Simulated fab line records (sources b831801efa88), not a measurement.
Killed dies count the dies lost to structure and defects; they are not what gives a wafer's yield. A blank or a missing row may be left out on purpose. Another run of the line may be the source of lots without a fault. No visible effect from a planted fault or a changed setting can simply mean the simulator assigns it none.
fab line records	flow sky130
record: lots: 15	wafers: 45	last_day: 50
route steps=708 shown VIA2@529 METAL3@532
lots untouched by any fault: they come from a run of this same line in which no faults occurred
start_h: the number of hours between the record's first day and the start of the first shown wafer of the lot	wait_h: how many hours have passed since the lot's step before this one	" identical to the entry in the row above	L1.1+2: a single row standing in for several wafers	- no value present, or no start provided	* or withheld: withheld	< > ~ a bound
route shown NAME@n: NAME is a module with steps in the file, n the number in the route of the first one	usual: mean/standard deviation taken from wafers without a fault	same: alike in all rows	chamber/n: place in a boat	sites: each site's reading	_std_site: standard deviation of those values	_edge_site: the outer-site mean with the inner-site mean subtracted	radius_mm: for every site, how far away it sits from the centre of the wafer	mask NAME#n: copy n	behind: the tool/chamber that last shaped the wafer	hold: reason for holding the lot/hours on hold/outcome of the hold	device: whichever transistor did not switch (one of n, p or np)	end of line: the route-end tests of the same wafers	a step given without rows: its recipe and nothing more	killed: count of dies lost to structure and defects at first sort (not the wafer's yield)	map: the dies of a wafer, with x for killed, . for not killed, _ for no die there
set.NAME: the run value of the setting; set.NAME@STEP: its run value at that earlier step	model.NAME: the simulator's own value behind a step, which no gauge read
steps of the route over a sample of lots; a table a step, a row a wafer
services: from which hour (start_h, from the record's first day; less than 0 if before it) a tool's chamber was out of use, for how many hours, and why
== steps ==
step: SKY_VIA2_RS_MEAS_22
recipe: thk_meas_gauge: four-point-probe	reads: W_of_VIA2_CVD_21+TiN_of_VIA2_SPUTTER_20
usual: VIA2_W_RS: 0.2754/0.0024
lot.wafer	tool	chamber	start_h	wait_h	VIA2_W_RS[ohm/sq]
L905.1	film_metro-02	-	854.08	0.1	0.2756
L905.3	"	-	"	"	0.2738
L905.5	"	-	"	"	0.2726
L906.1	film_metro-01	-	863.66	0.1	0.2757
L906.4	"	-	"	"	0.2796
L906.5	"	-	"	"	0.2782
L907.2	film_metro-02	-	876.24	0.1	0.2751
L907.5	"	-	"	"	0.2764
L907.6	"	-	"	"	0.2729
L910.3	film_metro-02	-	898.94	0.1	0.2761
L910.4	"	-	"	"	0.2787
L910.6	"	-	"	"	0.2779
L911.2	film_metro-04	-	905.96	0.1	0.2760
L911.3	"	-	"	"	0.2727
L911.6	"	-	"	"	0.2727
L912.1	film_metro-04	-	914.22	0.1	0.2728
L912.5	"	-	"	"	0.2742
L912.6	"	-	"	"	0.2701
L913.1	film_metro-02	-	927.16	0.1	0.2797
L913.2	"	-	"	"	0.2760
L913.4	"	-	"	"	0.2709
L914.2	film_metro-02	-	927.50	0.1	0.2786
L914.4	"	-	"	"	0.2780
L914.5	"	-	"	"	0.2767
L915.2	film_metro-04	-	935.09	0.1	0.2718
L915.3	"	-	"	"	0.2717
L915.4	"	-	"	"	0.2717
L916.4	film_metro-02	-	950.18	0.1	0.2785
L916.5	"	-	"	"	0.2739
L916.6	"	-	"	"	0.2782
L923.2	film_metro-02	-	989.64	0.1	0.2742
L923.5	"	-	"	"	0.2735
L923.6	"	-	"	"	0.2779
L924.4	film_metro-01	-	1000.38	0.1	0.2767
L924.5	"	-	"	"	0.2741
L924.6	"	-	"	"	0.2727
L925.1	film_metro-01	-	1005.26	0.1	0.2752
L925.2	"	-	"	"	0.2786
L925.5	"	-	"	"	0.2782
L926.1	film_metro-04	-	1010.01	0.1	0.2776
L926.5	"	-	"	"	0.2770
L926.6	"	-	"	"	0.2752
L927.1	film_metro-01	-	1010.60	0.1	0.2780
L927.4	"	-	"	"	0.2746
L927.6	"	-	"	"	0.2758
step: SKY_VIA2_THK_MEAS_23
recipe: thk_meas_gauge: xrf	reads: W_of_VIA2_CVD_21
usual: VIA2_W_THK: 387/6.1
lot.wafer	tool	chamber	start_h	wait_h	VIA2_W_THK[nm]
L905.1	film_metro-02	-	854.20	0.1	386
L905.3	"	-	"	"	393
L905.5	"	-	"	"	393
L906.1	film_metro-01	-	863.78	0.1	382
L906.4	"	-	"	"	378
L906.5	"	-	"	"	379
L907.2	film_metro-02	-	876.35	0.1	389
L907.5	"	-	"	"	387
L907.6	"	-	"	"	390
L910.3	film_metro-02	-	899.04	0.1	386
L910.4	"	-	"	"	383
L910.6	"	-	"	"	382
L911.2	film_metro-04	-	906.07	0.1	393
L911.3	"	-	"	"	396
L911.6	"	-	"	"	396
L912.1	film_metro-04	-	914.34	0.1	399
L912.5	"	-	"	"	393
L912.6	"	-	"	"	403
L913.1	film_metro-02	-	927.28	0.1	380
L913.2	"	-	"	"	384
L913.4	"	-	"	"	392
L914.2	film_metro-02	-	927.61	0.1	382
L914.4	"	-	"	"	384
L914.5	"	-	"	"	387
L915.2	film_metro-04	-	935.20	0.1	399
L915.3	"	-	"	"	398
L915.4	"	-	"	"	397
L916.4	film_metro-02	-	950.27	0.1	382
L916.5	"	-	"	"	384
L916.6	"	-	"	"	382
L923.2	film_metro-02	-	989.75	0.1	392
L923.5	"	-	"	"	395
L923.6	"	-	"	"	390
L924.4	film_metro-01	-	1000.47	0.1	381
L924.5	"	-	"	"	383
L924.6	"	-	"	"	384
L925.1	film_metro-01	-	1005.38	0.1	377
L925.2	"	-	"	"	378
L925.5	"	-	"	"	375
L926.1	film_metro-04	-	1010.13	0.1	395
L926.5	"	-	"	"	394
L926.6	"	-	"	"	393
L927.1	film_metro-01	-	1010.72	0.1	377
L927.4	"	-	"	"	381
L927.6	"	-	"	"	380
step: SKY_METAL3_SPUTTER_00
recipe: material: Ti	target_thk_nm: 15	power_w: 3000	time_s: 10	chamber_pressure_pa: 0.4
usual: throttle_valve_pct: 29.7/1
lot.wafer	tool	chamber	start_h	wait_h	throttle_valve_pct
L905.1	pvd_sputter-04	-	854.56	0.2	31.3
L905.3	"	-	"	"	28.0
L905.5	"	-	"	"	28.4
L906.1	pvd_sputter-04	-	864.14	0.1	28.2
L906.4	"	-	"	"	29.9
L906.5	"	-	"	"	29.5
L907.2	pvd_sputter-01	-	876.70	0.2	29.5
L907.5	"	-	"	"	31.4
L907.6	"	-	"	"	31.0
L910.3	pvd_sputter-04	-	899.57	0.1	30.8
L910.4	"	-	"	"	30.3
L910.6	"	-	"	"	30.5
L911.2	pvd_sputter-02	-	906.42	0.1	29.3
L911.3	"	-	"	"	28.0
L911.6	"	-	"	"	30.1
L912.1	pvd_sputter-04	-	914.70	0.1	29.7
L912.5	"	-	"	"	30.4
L912.6	"	-	"	"	29.7
L913.1	pvd_sputter-02	-	927.64	0.2	28.1
L913.2	"	-	"	"	29.3
L913.4	"	-	"	"	28.8
L914.2	pvd_sputter-04	-	927.96	0.1	28.2
L914.4	"	-	"	"	30.2
L914.5	"	-	"	"	28.1
L915.2	pvd_sputter-01	-	935.66	0.1	30.4
L915.3	"	-	"	"	30.9
L915.4	"	-	"	"	31.4
L916.4	pvd_sputter-01	-	950.74	0.2	31.2
L916.5	"	-	"	"	30.3
L916.6	"	-	"	"	29.4
L923.2	pvd_sputter-04	-	990.10	0.1	30.9
L923.5	"	-	"	"	30.4
L923.6	"	-	"	"	29.6
L924.4	pvd_sputter-01	-	1000.80	0.2	31.0
L924.5	"	-	"	"	31.5
L924.6	"	-	"	"	30.7
L925.1	pvd_sputter-02	-	1005.78	0.2	30.0
L925.2	"	-	"	"	28.4
L925.5	"	-	"	"	30.1
L926.1	pvd_sputter-02	-	1010.49	0.1	29.6
L926.5	"	-	"	"	28.3
L926.6	"	-	"	"	30.3
L927.1	pvd_sputter-04	-	1011.08	0.1	27.9
L927.4	"	-	"	"	30.3
L927.6	"	-	"	"	30.8
step: SKY_METAL3_STRIP_19
recipe: chemistry: O2/N2	power_w: 1400	pressure_mtorr: 1500	platen_temp_c: withheld	o2_flow_sccm: 3000	n2_flow_sccm: 300	overash_fraction: 0.5
usual: chamber_pressure_mTorr: 1500.0/1.3	drypump_motor_current_A: 5.6/0.3	oes_product_au: 0.501/0.0058	strip_time_to_endpoint_s: 6.50/0.084
lot.wafer	tool	chamber	start_h	wait_h	chamber_pressure_mTorr	drypump_motor_current_A	oes_product_au	rf_hours_counter_h	strip_time_to_endpoint_s
L905.1	plasma_asher-04	1	908.56	0.1	1500.2	5.7	0.504	49	6.58
L905.3	"	0	"	"	1498.2	5.8	0.503	-	6.52
L905.5	"	0	"	"	1499.3	5.8	0.507	-	6.65
L906.1	plasma_asher-03	1	917.48	0.3	1502.4	5.1	0.504	79	6.53
L906.4	"	1	"	"	1498.5	5.1	0.502	-	6.50
L906.5	"	0	"	"	1502.0	5.4	0.503	-	6.54
L907.2	plasma_asher-03	0	928.45	0.1	1500.5	5.4	0.496	80	6.42
L907.5	"	0	"	"	1500.5	5.4	0.509	-	6.53
L907.6	"	1	"	"	1499.5	5.1	0.499	-	6.44
L910.3	plasma_asher-01	1	950.58	0.1	1499.7	5.6	0.496	-	6.47
L910.4	"	0	"	"	1500.8	6.1	0.505	-	6.51
L910.6	"	1	"	"	1501.3	5.6	0.500	-	6.50
L911.2	plasma_asher-01	0	957.40	0.1	1498.2	6.1	0.508	111	6.64
L911.3	"	1	"	"	1501.1	5.6	0.502	-	6.44
L911.6	"	0	"	"	1499.7	6.1	0.504	-	6.44
L912.1	plasma_asher-01	0	965.00	0.1	1499.0	6.1	0.496	112	6.54
L912.5	"	1	"	"	1497.5	5.6	0.497	-	6.52
L912.6	"	0	"	"	1499.2	6.1	0.499	-	6.41
L913.1	plasma_asher-03	1	978.95	0.1	-	-	-	-	-
L913.2	"	0	"	"	-	-	-	-	-
L913.4	"	0	"	"	-	-	-	-	-
L914.2	plasma_asher-04	0	978.96	0.1	-	-	-	-	-
L914.4	"	0	"	"	-	-	-	-	-
L914.5	"	1	"	"	-	-	-	-	-
L915.2	plasma_asher-01	1	985.46	0.1	-	-	-	-	-
L915.3	"	1	"	"	-	-	-	-	-
L915.4	"	0	"	"	-	-	-	-	-
L916.4	plasma_asher-03	1	999.41	0.1	1501.2	5.1	0.508	-	6.59
L916.5	"	0	"	"	1499.9	5.4	0.501	-	6.43
L916.6	"	1	"	"	1501.5	5.1	0.501	-	6.65
L923.2	plasma_asher-03	1	1037.85	0.1	1499.8	5.2	0.506	91	6.64
L923.5	"	0	"	"	1502.2	5.4	0.505	-	6.56
L923.6	"	1	"	"	1499.7	5.1	0.499	-	6.60
L924.4	plasma_asher-01	0	1047.43	0.1	1499.6	6.1	0.488	-	6.38
L924.5	"	1	"	"	1499.4	5.6	0.493	-	6.45
L924.6	"	0	"	"	1499.2	6.1	0.498	-	6.36
L925.1	plasma_asher-03	0	1052.55	0.1	1501.5	5.4	0.510	93	6.65
L925.2	"	1	"	"	1502.0	5.1	0.506	93	6.49
L925.5	"	1	"	"	1498.0	5.2	0.500	-	6.48
L926.1	plasma_asher-03	1	1057.44	0.2	1497.0	5.1	0.506	93	6.62
L926.5	"	1	"	"	1500.2	5.2	0.496	-	6.50
L926.6	"	0	"	"	1498.3	5.4	0.513	-	6.64
L927.1	plasma_asher-04	1	1057.73	0.1	1502.2	5.8	0.496	64	6.42
L927.4	"	0	"	"	1499.8	5.8	0.503	-	6.44
L927.6	"	0	"	"	1500.4	5.8	0.507	-	6.49
== services ==
tool	chamber	start_h	hours	kind
plasma_asher-01	-	869.28	0.9	repair
plasma_asher-01	-	963.39	1.2	repair
plasma_asher-01	-	971.42	11.7	repair
plasma_asher-01	-	1005.52	0.3	repair
pvd_sputter-02	-	1006.96	3.3	repair
pvd_sputter-04	-	1016.84	0.5	repair
pvd_sputter-01	-	1041.22	5.3	repair
plasma_asher-01	-	1055.25	9.0	pm
plasma_asher-01	0	1055.25	9.0	vent_cycle
plasma_asher-01	1	1055.25	9.0	vent_cycle
pvd_sputter-02	-	1056.81	9.3	repair
== key ==
first_sign: step: SKY_METAL3_STRIP_19	reading: tool_record	direction: missing
effect none on later readings
met_at SKY_METAL3_STRIP_19
struck_lots L913,L914,L915
later_rows_left_out L913.1,L913.2,L913.4,L914.2,L914.4,L914.5,L915.2,L915.3,L915.4
sort_left_out L913.1,L913.2,L913.4,L914.2,L914.4,L914.5,L915.2,L915.3,L915.4
not_acting_at SKY_VIA2_RS_MEAS_22,SKY_VIA2_THK_MEAS_23,SKY_METAL3_SPUTTER_00
onset_between 965.00 978.95
fault: kind: skipped_step_whole	tool: plasma_asher-01,plasma_asher-03,plasma_asher-04	chamber: -	onset_h: 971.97	steps: SKY_METAL3_STRIP_19	scope: struck_lots_only
sort_left_out: the simulated sort isn't trusted on such a fault, so these wafers' sort isn't shown, and their yield isn't known
later_rows_left_out: the simulator's readings of these wafers behind a module that went badly wrong aren't trusted and aren't shown, but for the sort
